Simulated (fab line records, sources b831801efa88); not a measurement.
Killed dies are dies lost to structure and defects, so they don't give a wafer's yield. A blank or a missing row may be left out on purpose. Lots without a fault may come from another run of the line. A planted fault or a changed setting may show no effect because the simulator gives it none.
Split-lot experiment | flow gf180mcu | 5 lots, 23 wafers read, on a route of 602 steps

THE SPLIT
At GF_V1_CVD_02 (deposits SiO2 from TEOS, target thk 850 nm, time 94.851 s), the setting time_s was moved away from the recipe's 94.851 s on 10 of the 23 wafers read, by -7.8% to +10.0%. The other wafers ran this setting at the recipe's value.

The file shows no step between the split and the reading.

THE READING
V1_CVD_02_THK, in nm, at GF_V1_THK_MEAS_03. Fault-free wafers of this fab line usually give 852 nm, standard deviation 11 nm.

wafer  | tool, chamber at the split | time_s as run, s | against the recipe | V1_CVD_02_THK, nm | against lot-mates on the recipe
L074.1 | pecvd-02, 0                | 87.46            | -7.8%              | 772               | -84
L074.2 | pecvd-02, 1                | 94.851           | recipe             | 848               | -
L074.3 | pecvd-02, 2                | 87.46            | -7.8%              | 776               | -80
L074.4 | pecvd-02, 2                | 94.851           | recipe             | 863               | -
L074.5 | pecvd-02, 0                | 87.46            | -7.8%              | 797               | -58
L078.1 | pecvd-01, 1                | 94.851           | recipe             | 833               | -
L078.3 | pecvd-01, 2                | 102.9            | +8.5%              | 909               | +63
L078.4 | pecvd-01, 2                | 102.9            | +8.5%              | 926               | +80
L078.5 | pecvd-01, 1                | 94.851           | recipe             | 857               | -
L078.6 | pecvd-01, 0                | 94.851           | recipe             | 847               | -
L082.1 | pecvd-01, 2                | 94.851           | recipe             | 850               | -
L082.3 | pecvd-01, 0                | 104.3            | +10.0%             | 924               | +68
L082.4 | pecvd-01, 0                | 94.851           | recipe             | 861               | -
L082.5 | pecvd-01, 1                | 104.3            | +10.0%             | 936               | +80
L082.6 | pecvd-01, 2                | 94.851           | recipe             | 856               | -
L084.1 | pecvd-04, 0                | 87.6             | -7.6%              | 776               | -71
L084.3 | pecvd-04, 1                | 94.851           | recipe             | 837               | -
L084.4 | pecvd-04, 2                | 87.6             | -7.6%              | 791               | -56
L084.5 | pecvd-04, 0                | 87.6             | -7.6%              | 794               | -53
L084.6 | pecvd-04, 1                | 94.851           | recipe             | 857               | -
L085.3 | pecvd-01, 2                | 94.851           | recipe             | 860               | -
L085.5 | pecvd-01, 0                | 94.851           | recipe             | 865               | -
L085.6 | pecvd-01, 2                | 94.851           | recipe             | 871               | -

THE FIT
A straight line over all 23 wafers: V1_CVD_02_THK changes by +8.28 nm for each +1% of time_s; r = +0.98; the points scatter about the line by 11 nm.
The same after taking each lot's own level away (the mean of its wafers on the recipe; 23 wafers): +8.27 nm for each +1%; r = +0.98; scatter 9.5 nm.
On that fit, the largest move of time_s shifts the reading by 82 nm.
The lots' own levels span 845.7 to 865.3 nm, that is 1.8 times the standard deviation above.
So the lot-to-lot level changes the slope little: the two slopes agree.
Check: with one of the wafers moved furthest among these (+10.0%) left out of the fit, the line predicts +84.2 nm for it against its lot-mates. It came out at +68.3 nm against them.

OTHER SPLITS ON THESE WAFERS
These wafers also went through other splits before the reading. Each is held against what the fit with the lots' levels taken away leaves over:
other split on the same wafers       | wafers away from the commonest value | r with V1_CVD_02_THK (lot level and that fit taken away)
GF_PSD_DEVELOP_06 dev_temp_c         | 8                                    | -0.20
GF_SALICIDE_SPUTTER_02 time_s        | 10                                   | -0.41
GF_CONTACT_CMP_04 leave_above_ref_nm | 7                                    | -0.31
GF_CONTACT_PEB_12 peb_time_s         | 6                                    | -0.04
GF_M1_COAT_09 resist_thk_nm          | 6                                    | +0.05
GF_M1_PEB_12 peb_time_s              | 8                                    | -0.02

THE WHOLE CHAIN: every reading that the file lists as answering this split, in the file's order
step              | what it does                                              | reading                                                                   | change (the file's fit)              | r (the file's)
GF_V1_CVD_02      | deposits SiO2 from TEOS, target thk 850 nm, time 94.851 s | SiO2_of_V1_CVD_02.thk_nm (the simulator's own value, which no gauge read) | +8.18 nm for each +1% of the setting | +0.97
GF_V1_THK_MEAS_03 |                                                           | V1_CVD_02_THK                                                             | +8.19 for each +1% of the setting    | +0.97
GF_V1_CMP_04      | polishes SiO2                                             | time_to_endpoint_s                                                        | withheld for each +1% of the setting | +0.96

THE FILE'S OWN FIT
V1_CVD_02_THK changes by +8.19 nm for each +1% of time_s, r = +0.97.
